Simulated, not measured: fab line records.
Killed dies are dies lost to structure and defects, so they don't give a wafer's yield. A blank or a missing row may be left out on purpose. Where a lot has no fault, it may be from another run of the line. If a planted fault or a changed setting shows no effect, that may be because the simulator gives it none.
fab line records | flow sky130
[record] lots = 5 | wafers = 15 | last_day = 50
route steps=708 shown VIA1@473 METAL2@483 PAD_OPEN@708
lots with no fault: from the same line, run without faults
start_h: hours from the record's first day to the start of the lot's first wafer shown | wait_h: hours since the lot's step before | " unchanged from the row above | L1.1+2: a row that stands for several wafers | - value missing, or start not given | * or withheld: withheld | < > ~ a bound
route shown NAME@n: a module of which the file shows steps, and the number in the route of the first | usual: mean/standard deviation taken from wafers without a fault | same: alike in all rows | chamber/n: place in a boat | sites: per-site readings | _std_site: standard deviation across them | _edge_site: outer sites' mean less inner sites' | radius_mm: for every site, how far away it sits from the centre of the wafer | mask NAME#n: copy n | behind: tool/chamber where the wafer was last shaped | hold: what put the lot on hold/how long, in hours/how the hold closed | device: which transistor (n, p or np) failed to switch | end of line: the tests these same wafers got at the end of their route | step lacking rows: just its recipe | killed: not the wafer's yield, but the dies lost to structure and defects at the first sort | map: a wafer's dies, marking killed ones x, the rest . and places with no die _
set.NAME: setting as actually run; set.NAME@STEP: the setting as run at that earlier step | model.NAME: the simulator's own value behind a step, which no gauge read
a table for each step, a row for each wafer; lots at some steps of the route
services: a tool's chamber out of use, with start hour (start_h, from the record's first day; less than 0 if before it), hours out, and reason
[[steps]]
[step SKY_VIA1_ETCH_15]
[recipe] target = SiO2 | chemistry = C4F8/O2/Ar | target_depth_nm = 351 | stop_on = TiN | mask_material = KrF-thick | source_w = 1500 | bias_w = 1200 | pressure_mtorr = 40 | c4f8_flow_sccm = withheld | O2_flow_sccm = 6 | Ar_flow_sccm = 300 | time_s = 54
[step SKY_VIA1_STRIP_16]
[recipe] chemistry = O2/N2 | power_w = 1400 | pressure_mtorr = 1500 | platen_temp_c = withheld | o2_flow_sccm = 3000 | n2_flow_sccm = 300 | overash_fraction = 0.5
[step SKY_VIA1_STRIP_17]
[recipe] chemistry = post_etch_residue_remover | time_s = 1200 | temp_c = 72.5
[step SKY_VIA1_CLEAN_18]
[recipe] chemistry = IPA | time_s = 180 | temp_c = 25
[step SKY_VIA1_CLEAN_19]
[recipe] chemistry = O3/DIW | dry = n2_spin
[step SKY_VIA1_SPUTTER_20]
[recipe] material = TiN | target_thk_nm = 20 | chamber_pressure_pa = 5 | power_w = 4000 | time_s = 80
[step SKY_VIA1_CVD_21]
[recipe] material = W | target_thk_nm = 270 | time_s = 80.902 | temp_c = 400 | pressure_torr = 40
[step SKY_VIA1_CMP_24]
[recipe] stop_on = SiO2 | t_overpolish_s = 15 | down_force_psi = 3.5 | platen_rpm = 60 | target_thk_nm = 0 | pad_velocity_m_s = 0.94248
[step SKY_METAL2_SPUTTER_00]
[recipe] material = Ti | target_thk_nm = 15 | power_w = 3000 | time_s = 10 | chamber_pressure_pa = 0.4
[step SKY_METAL2_SPUTTER_01]
[recipe] material = TiN | target_thk_nm = 20 | power_w = 6500 | time_s = 16.7 | chamber_pressure_pa = 0.4
[step SKY_METAL2_SPUTTER_02]
[recipe] material = AlCu | target_thk_nm = 250 | power_w = 10600 | time_s = 13.3 | chamber_pressure_pa = 0.4
[usual] throttle_valve_pct = 29.8/0.98
lot.wafer | tool           | chamber | start_h | wait_h | throttle_valve_pct
L555.1    | pvd_sputter-04 | -       | 856.56  | 0.0    | 29.4
L555.2    | "              | -       | "       | "      | 30.1
L555.3    | "              | -       | "       | "      | 30.9
L565.1    | pvd_sputter-02 | -       | 920.73  | 0.0    | 30.0
L565.3    | "              | -       | "       | "      | 29.8
L565.5    | "              | -       | "       | "      | 29.7
L566.4    | pvd_sputter-04 | -       | 935.15  | 0.0    | 30.1
L566.5    | "              | -       | "       | "      | 28.5
L566.6    | "              | -       | "       | "      | 30.8
L567.1    | pvd_sputter-04 | -       | 938.58  | 0.0    | 30.7
L567.2    | "              | -       | "       | "      | 30.7
L567.3    | "              | -       | "       | "      | 29.1
L568.1    | pvd_sputter-04 | -       | 945.15  | 0.0    | 28.6
L568.4    | "              | -       | "       | "      | 30.3
L568.5    | "              | -       | "       | "      | 31.0
[step SKY_METAL2_SPUTTER_03]
[recipe] material = Ti | target_thk_nm = 5 | power_w = 3000 | time_s = 3.3 | chamber_pressure_pa = 0.4
[step SKY_METAL2_SPUTTER_04]
[recipe] material = TiN | target_thk_nm = 70 | power_w = 6686 | time_s = 58.3 | chamber_pressure_pa = 0.4
[step SKY_METAL2_RS_MEAS_05]
[recipe] thk_meas_gauge = four-point-probe | reads = TiN_of_METAL2_SPUTTER_04+Ti_of_METAL2_SPUTTER_03+AlCu_of_METAL2_SPUTTER_02+TiN_of_METAL2_SPUTTER_01+Ti_of_METAL2_SPUTTER_00
[usual] METAL2_ALCU_RS = 0.1269/0.0013
lot.wafer | tool          | chamber | start_h | wait_h | hold                     | METAL2_ALCU_RS[ohm/sq]
L555.1    | film_metro-04 | -       | 856.65  | 0.0    | -                        | 0.1270
L555.2    | "             | -       | "       | "      | -                        | 0.1266
L555.3    | "             | -       | "       | "      | -                        | 0.1270
L565.1    | film_metro-04 | -       | 920.82  | 0.0    | -                        | 0.1244
L565.3    | "             | -       | "       | "      | -                        | 0.1239
L565.5    | "             | -       | "       | "      | -                        | 0.1243
L566.4    | film_metro-04 | -       | 935.30  | 0.1    | await_dispo/0.2h/release | 0.1266
L566.5    | "             | -       | "       | "      | await_dispo/0.2h/release | 0.1258
L566.6    | "             | -       | "       | "      | await_dispo/0.2h/release | 0.1852
L566.4    | film_metro-04 | -       | 935.59  | 0.3    | -                        | 0.1268
L566.5    | "             | -       | "       | "      | -                        | 0.1261
L566.6    | "             | -       | "       | "      | -                        | 0.1848
L567.1    | film_metro-04 | -       | 938.67  | 0.0    | await_dispo/0.2h/release | 0.1829
L567.2    | "             | -       | "       | "      | await_dispo/0.2h/release | 0.1253
L567.3    | "             | -       | "       | "      | await_dispo/0.2h/release | 0.1251
L567.1    | film_metro-04 | -       | 938.98  | 0.3    | -                        | 0.1828
L567.2    | "             | -       | "       | "      | -                        | 0.1251
L567.3    | "             | -       | "       | "      | -                        | 0.1253
L568.1    | film_metro-03 | -       | 945.24  | 0.0    | await_dispo/0.2h/release | 0.1281
L568.4    | "             | -       | "       | "      | await_dispo/0.2h/release | 0.1291
L568.5    | "             | -       | "       | "      | await_dispo/0.2h/release | 0.1876
L568.1    | film_metro-03 | -       | 945.60  | 0.3    | -                        | 0.1285
L568.4    | "             | -       | "       | "      | -                        | 0.1291
L568.5    | "             | -       | "       | "      | -                        | 0.1873
[step SKY_METAL2_THK_MEAS_06]
[recipe] thk_meas_gauge = xrf | reads = AlCu_of_METAL2_SPUTTER_02
[usual] METAL2_ALCU_THK = 253.2/2.8
lot.wafer | tool          | chamber | start_h | wait_h | hold                     | METAL2_ALCU_THK[nm]
L555.1    | film_metro-04 | -       | 856.77  | 0.1    | -                        | 253.5
L555.2    | "             | -       | "       | "      | -                        | 253.5
L555.3    | "             | -       | "       | "      | -                        | 253.2
L565.1    | film_metro-04 | -       | 920.94  | 0.1    | -                        | 259.4
L565.3    | "             | -       | "       | "      | -                        | 258.5
L565.5    | "             | -       | "       | "      | -                        | 257.9
L566.4    | film_metro-04 | -       | 939.07  | 3.5    | await_dispo/0.2h/release | 255.7
L566.5    | "             | -       | "       | "      | await_dispo/0.2h/release | 252.4
L566.6    | "             | -       | "       | "      | await_dispo/0.2h/release | 198.6
L566.4    | film_metro-04 | -       | 939.29  | 0.2    | -                        | 254.3
L566.5    | "             | -       | "       | "      | -                        | 255.0
L566.6    | "             | -       | "       | "      | -                        | 198.7
L567.1    | film_metro-04 | -       | 941.21  | 2.2    | await_dispo/0.2h/release | 200.1
L567.2    | "             | -       | "       | "      | await_dispo/0.2h/release | 256.4
L567.3    | "             | -       | "       | "      | await_dispo/0.2h/release | 257.2
L567.1    | film_metro-04 | -       | 941.44  | 0.2    | -                        | 200.4
L567.2    | "             | -       | "       | "      | -                        | 255.8
L567.3    | "             | -       | "       | "      | -                        | 257.6
L568.1    | film_metro-03 | -       | 950.61  | 5.0    | await_dispo/0.2h/release | 249.5
L568.4    | "             | -       | "       | "      | await_dispo/0.2h/release | 250.1
L568.5    | "             | -       | "       | "      | await_dispo/0.2h/release | 195.9
L568.1    | film_metro-03 | -       | 950.84  | 0.2    | -                        | 250.8
L568.4    | "             | -       | "       | "      | -                        | 249.0
L568.5    | "             | -       | "       | "      | -                        | 194.5
[step SKY_METAL2_HMDS_08]
[recipe] prime_time_s = 60 | prime_temp_c = 120
[step SKY_METAL2_COAT_09]
[recipe] resist = BARC | temp_c = withheld | time_s = withheld | spin_rpm = 3000 | resist_thk_nm = 60
[step SKY_METAL2_COAT_10]
[recipe] resist = KrF-thick | spin_rpm = 3000 | resist_thk_nm = 450
[step SKY_METAL2_SOFTBAKE_11]
[recipe] temp_c = 100 | time_s = 90 | resist = KrF-thick
[step SKY_METAL2_EXPOSE_12]
[recipe] mask_id = MM2 | na = 0.8 | source_shape = annular | sigma_inner = 0.55 | sigma_outer = 0.85 | target_cd_nm = 140 | dose_mj = 28
[step SKY_METAL2_PEB_13]
[recipe] peb_temp_c = withheld | peb_time_s = withheld | resist = KrF-thick
[step SKY_METAL2_DEVELOP_14]
[recipe] develop_time_s = 60 | resist = KrF-thick | dev_temp_c = 21
[step SKY_METAL2_DESCUM_17]
[recipe] chemistry = O2 | source_power_w = 150 | bias_power_w = 0 | pressure_mtorr = 10 | temp_c = 40 | time_s = 8
[step SKY_METAL2_ETCH_18]
[recipe] chemistry = N2/H2 | target = BARC | ion_energy_ev = 200 | bias_w = 100 | pressure_mtorr = 30 | n2_flow_sccm = 100 | h2_flow_sccm = 200 | icp_w = 500 | stop_on = SiO2 | time_s = 45.9 | target_depth_a = 600
[step SKY_METAL2_METAL_ETCH_19]
[recipe] target_depth_a = 3600 | stop_on = SiO2 | over_etch_frac = 0.3 | time_s = 78 | chemistry = Cl2/BCl3 | resist_sidewall_deg = 88 | pressure_mtorr = 10 | icp_w = 900 | bias_w = 48.5 | Cl2_flow_sccm = 60 | bcl3_flow_sccm = 30
[usual] drypump_motor_current_A = 5.8/0.49 | oes_product_au = 0.856/0.0057 | throttle_valve_pct = 22.264/0.009
lot.wafer | tool         | chamber | start_h | wait_h | drypump_motor_current_A | oes_product_au | rf_hours_counter_h | throttle_valve_pct
L555.1    | rie_metal-04 | 0       | 883.76  | 0.0    | 6.4                     | 0.854          | 13                 | 22.276
L555.2    | "            | 1       | "       | "      | 5.4                     | 0.852          | 9                  | 22.273
L555.3    | "            | 1       | "       | "      | 5.5                     | 0.854          | -                  | 22.254
L565.1    | rie_metal-01 | 0       | 946.96  | 0.0    | 6.4                     | 0.866          | 16                 | 22.252
L565.3    | "            | 1       | "       | "      | 6.0                     | 0.850          | -                  | 22.265
L565.5    | "            | 0       | "       | "      | 6.4                     | 0.855          | -                  | 22.272
L566.4    | rie_metal-04 | 1       | 960.24  | 0.1    | 5.5                     | 0.855          | -                  | 22.264
L566.5    | "            | 1       | "       | "      | 5.4                     | 0.855          | -                  | 22.273
L566.6    | "            | 0       | "       | "      | 6.4                     | 0.779          | -                  | 22.271
L567.1    | rie_metal-03 | 0       | 963.26  | 0.0    | 5.9                     | 0.791          | 19                 | 22.274
L567.2    | "            | 1       | "       | "      | 5.1                     | 0.858          | 7                  | 22.267
L567.3    | "            | 0       | "       | "      | 5.9                     | 0.873          | -                  | 22.255
L568.1    | rie_metal-03 | 0       | 970.74  | 0.0    | 5.9                     | 0.852          | 20                 | 22.251
L568.4    | "            | 1       | "       | "      | 5.1                     | 0.859          | -                  | 22.254
L568.5    | "            | 1       | "       | "      | 5.1                     | 0.786          | -                  | 22.262
[step SKY_METAL2_STRIP_20]
[recipe] chemistry = O2/N2 | power_w = 1400 | pressure_mtorr = 1500 | platen_temp_c = withheld | o2_flow_sccm = 3000 | n2_flow_sccm = 300 | overash_fraction = 0.5
[step SKY_PAD_OPEN_PROBE_99]
[usual] defect_limited_yield = 82.8/2 | killed_at_M0_to_M3 = 43/6.8 | killed_at_M4_up = 3.3/1.9 | killed_at_contacts = 24/5.3 | killed_at_front_end = 14/4.3 | killed_at_other = 0.3/0.62 | killed_dies = 85/9.8 | killed_open = 46/8 | killed_short = 39/5.9 | sort_bin_3_pad_short = 0.8/0.39 | sort_bin_5_function = 10.2/1.5 | sort_bin_6_memory = 6.2/1.2 | sort_n_pass = 407/9.8 | sort_yield_pct = 82.8/2
[same] gross_dies = 492 | killed_at_back_side = 0 | sort_bin_4_leakage[%] = 0 | sort_bin_8_speed[%] = 0
lot.wafer | tool      | chamber | start_h | wait_h | defect_limited_yield[%] | killed_at_M0_to_M3 | killed_at_M4_up | killed_at_contacts | killed_at_front_end | killed_at_other | killed_dies | killed_open | killed_short | sort_bin_3_pad_short[%] | sort_bin_5_function[%] | sort_bin_6_memory[%] | sort_n_pass | sort_yield_pct[%] | model.etest.met2.rs_ohm_sq_rim_less_centre
L555.1    | prober-01 | -       | 1134.21 | 0.1    | 86.4                    | 36                 | 3               | 22                 | 6                   | 0               | 67          | 40          | 27           | 0.4                     | 8.9                    | 4.3                  | 425         | 86.4              | 0.0004725
L555.2    | prober-01 | -       | 1134.26 | 0.1    | 85.8                    | 42                 | 1               | 21                 | 6                   | 0               | 70          | 35          | 35           | 1.0                     | 8.1                    | 5.1                  | 422         | 85.8              | -0.001157
L555.3    | prober-01 | -       | 1134.31 | 0.2    | 81.9                    | 42                 | 5               | 30                 | 12                  | 0               | 89          | 50          | 39           | 1.2                     | 9.3                    | 7.5                  | 403         | 81.9              | -0.001964
L565.1    | prober-01 | -       | 1182.75 | 0.1    | 84.3                    | 42                 | 1               | 17                 | 17                  | 0               | 77          | 45          | 32           | 0.8                     | 8.9                    | 5.9                  | 415         | 84.3              | -0.000974
L565.3    | prober-01 | -       | 1182.85 | 0.2    | 80.3                    | 41                 | 4               | 27                 | 25                  | 0               | 97          | 49          | 48           | 0.8                     | 11.8                   | 7.1                  | 395         | 80.3              | -0.001412
L565.5    | prober-01 | -       | 1182.95 | 0.2    | 85.2                    | 31                 | 5               | 23                 | 14                  | 0               | 73          | 37          | 36           | 0.2                     | 9.6                    | 5.1                  | 419         | 85.2              | 0.001412
L566.4    | prober-02 | -       | 1191.58 | 0.2    | 81.9                    | 36                 | 7               | 33                 | 13                  | 0               | 89          | 51          | 38           | 0.6                     | 9.6                    | 7.9                  | 403         | 81.9              | -8.446e-05
L566.5    | prober-02 | -       | 1191.63 | 0.2    | 83.9                    | 42                 | 1               | 18                 | 18                  | 0               | 79          | 41          | 38           | 1.6                     | 9.8                    | 4.7                  | 413         | 83.9              | -0.001326
L566.6    | prober-02 | -       | 1191.68 | 0.2    | 82.9                    | 41                 | 3               | 25                 | 15                  | 0               | 84          | 48          | 36           | 0.4                     | 10.8                   | 5.9                  | 408         | 82.9              | 0.0415
L567.1    | prober-01 | -       | 1192.93 | 0.1    | 87.2                    | 35                 | 1               | 18                 | 9                   | 0               | 63          | 42          | 18           | 1.2                     | 6.5                    | 5.1                  | 429         | 87.2              | 0.04171
L567.2    | prober-01 | -       | 1192.98 | 0.1    | 80.3                    | 49                 | 4               | 26                 | 17                  | 1               | 97          | 54          | 43           | 1.0                     | 11.6                   | 7.1                  | 395         | 80.3              | -0.0002913
L567.3    | prober-01 | -       | 1193.03 | 0.2    | 83.9                    | 43                 | 5               | 18                 | 13                  | 0               | 79          | 42          | 37           | 0.4                     | 10.2                   | 5.5                  | 413         | 83.9              | -0.001772
L568.1    | prober-02 | -       | 1198.11 | 0.1    | 82.1                    | 35                 | 6               | 34                 | 13                  | 0               | 88          | 55          | 33           | 0.8                     | 10.6                   | 6.5                  | 404         | 82.1              | -0.002149
L568.4    | prober-02 | -       | 1198.26 | 0.2    | 84.3                    | 40                 | 6               | 22                 | 9                   | 0               | 77          | 33          | 44           | 0.4                     | 8.1                    | 7.1                  | 415         | 84.3              | -0.0004214
L568.5    | prober-02 | -       | 1198.31 | 0.2    | 82.9                    | 49                 | 3               | 18                 | 13                  | 1               | 84          | 49          | 33           | 0.8                     | 9.3                    | 6.9                  | 408         | 82.9              | 0.04487
// killed by level:class
L555.1 VIA1:geometric_particle:open=13 LI_CONTACT:geometric_particle:open=9 CONTACT:geometric_particle:open=5 VIA3:geometric_particle:short=5 CONTACT:geometric_particle:short=4 METAL1:geometric_particle:short=4 VIA2:geometric_particle:open=4 VIA2:geometric_particle:short=3
L555.2 VIA1:geometric_particle:open=13 METAL1:geometric_particle:short=7 CONTACT:geometric_particle:open=7 METAL2:geometric_particle:short=6 VIA1:geometric_particle:short=5 VIA2:geometric_particle:open=5 CONTACT:geometric_particle:short=4 LI_CONTACT:geometric_particle:short=3
L555.3 VIA1:geometric_particle:open=11 LI_CONTACT:geometric_particle:open=10 VIA3:geometric_particle:open=8 CONTACT:geometric_particle:short=7 LOCAL_INTERCONNECT:geometric_particle:short=5 METAL2:geometric_particle:short=5 LI_CONTACT:geometric_particle:short=4 POLY_GATE:geometric_particle:short=4
L565.1 VIA1:geometric_particle:open=9 VIA3:geometric_particle:open=7 LI_CONTACT:geometric_particle:open=7 CONTACT:geometric_particle:open=7 METAL2:geometric_particle:short=7 POLY_GATE:geometric_particle:open=6 VIA1:geometric_particle:short=5 VIA2:geometric_particle:open=5
L565.3 VIA1:geometric_particle:open=12 LI_CONTACT:geometric_particle:open=11 FIELD_ISO:geometric_particle:short=7 METAL1:geometric_particle:short=7 CONTACT:geometric_particle:short=6 FIELD_ISO:geometric_particle:open=5 LI_CONTACT:geometric_particle:short=5 POLY_GATE:geometric_particle:open=4
L565.5 CONTACT:geometric_particle:open=11 VIA1:geometric_particle:open=8 FIELD_ISO:geometric_particle:short=5 LI_CONTACT:geometric_particle:open=5 METAL2:geometric_particle:short=5 METAL4:geometric_particle:short=5 VIA3:geometric_particle:open=4 LOCAL_INTERCONNECT:geometric_particle:short=4
L566.4 CONTACT:geometric_particle:open=14 VIA1:geometric_particle:open=12 LI_CONTACT:geometric_particle:open=7 CONTACT:geometric_particle:short=7 VIA1:geometric_particle:short=6 METAL2:geometric_particle:short=6 VIA3:geometric_particle:open=6 FIELD_ISO:geometric_particle:short=4
L566.5 FIELD_ISO:geometric_particle:open=10 METAL1:geometric_particle:short=9 VIA2:geometric_particle:open=6 LI_CONTACT:geometric_particle:open=5 CONTACT:geometric_particle:open=5 CONTACT:geometric_particle:short=5 VIA1:geometric_particle:open=5 METAL2:geometric_particle:short=5
L566.6 VIA1:geometric_particle:open=12 CONTACT:geometric_particle:open=10 VIA3:geometric_particle:open=8 CONTACT:geometric_particle:short=6 VIA1:geometric_particle:short=6 FIELD_ISO:geometric_particle:open=4 POLY_GATE:geometric_particle:short=4 LI_CONTACT:geometric_particle:open=4
L567.1 VIA1:geometric_particle:open=10 CONTACT:geometric_particle:open=9 LI_CONTACT:geometric_particle:open=6 VIA2:geometric_particle:open=4 VIA3:geometric_particle:open=4 POLY_GATE:geometric_particle:open=3 SPACER:geometric_particle:open=3 METAL3:geometric_particle:short=3
L567.2 CONTACT:geometric_particle:open=10 VIA1:geometric_particle:open=10 VIA1:geometric_particle:short=8 VIA3:geometric_particle:open=8 FIELD_ISO:geometric_particle:open=6 LOCAL_INTERCONNECT:geometric_particle:short=6 CONTACT:geometric_particle:short=6 POLY_GATE:geometric_particle:open=5
L567.3 VIA1:geometric_particle:open=12 LI_CONTACT:geometric_particle:open=8 FIELD_ISO:geometric_particle:short=6 METAL2:geometric_particle:short=6 CONTACT:geometric_particle:open=5 METAL1:geometric_particle:short=5 VIA3:geometric_particle:open=5 VIA2:geometric_particle:open=5
L568.1 CONTACT:geometric_particle:open=15 LI_CONTACT:geometric_particle:open=11 VIA1:geometric_particle:open=8 VIA2:geometric_particle:open=6 VIA1:geometric_particle:short=5 VIA3:geometric_particle:open=5 SPACER:geometric_particle:open=4 CONTACT:geometric_particle:short=4
L568.4 METAL1:geometric_particle:short=9 METAL2:geometric_particle:short=7 LOCAL_INTERCONNECT:geometric_particle:short=6 CONTACT:geometric_particle:open=6 VIA2:geometric_particle:open=6 POLY_GATE:geometric_particle:short=5 LI_CONTACT:geometric_particle:open=5 VIA1:geometric_particle:open=5
L568.5 VIA1:geometric_particle:open=13 CONTACT:geometric_particle:open=8 VIA3:geometric_particle:open=7 VIA2:geometric_particle:open=6 POLY_GATE:geometric_particle:open=4 CONTACT:geometric_particle:short=4 METAL2:geometric_particle:short=4 VIA3:geometric_particle:short=4
[[services]]
tool           | chamber | start_h | hours | kind
pvd_sputter-02 | -       | 863.18  | 4.3   | repair
pvd_sputter-04 | 0       | 875.01  | -     | consumable_replace:kit
pvd_sputter-04 | 0       | 875.01  | 18.0  | scheduled_down
pvd_sputter-04 | 0       | 875.01  | 18.0  | vent_cycle
pvd_sputter-02 | 3       | 931.91  | -     | consumable_replace:kit
pvd_sputter-02 | 3       | 931.91  | 18.0  | scheduled_down
pvd_sputter-02 | 3       | 931.91  | 18.0  | vent_cycle
[[key]]
[first_sign] step = SKY_METAL2_RS_MEAS_05 | reading = visit | direction = added
[effect] step = SKY_METAL2_RS_MEAS_05 | reading = METAL2_ALCU_RS | direction = up | sigmas = 46 | usual = 0.1269 | struck = 0.1852
[effect] step = SKY_METAL2_THK_MEAS_06 | reading = visit | direction = added
[effect] step = SKY_METAL2_THK_MEAS_06 | reading = METAL2_ALCU_THK | direction = down | sigmas = 19 | usual = 253.2 | struck = 198.2
[effect] step = SKY_METAL2_METAL_ETCH_19 | reading = oes_product_au | direction = down | sigmas = 12 | usual = 0.856 | struck = 0.785
[model_effect] step = SKY_PAD_OPEN_PROBE_99 | value = etest.met2.rs_ohm_sq_rim_less_centre | without = -0.0007175 | struck = 0.04269
met_at SKY_METAL2_SPUTTER_02
struck_wafers L566.6,L567.1,L568.5
onset_between 856.56 935.15
[fault] kind = site_profile_drift | tool = pvd_sputter-04 | chamber = - | onset_h = 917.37 | steps = SKY_METAL2_SPUTTER_02 | basis = fraction | max_abs_drift = 0.49136 | slope_share_per_hr = 109.19 | site_pattern = 0,0,0,0,0,-1,-1,-1,-1 | scope = struck_wafers_only
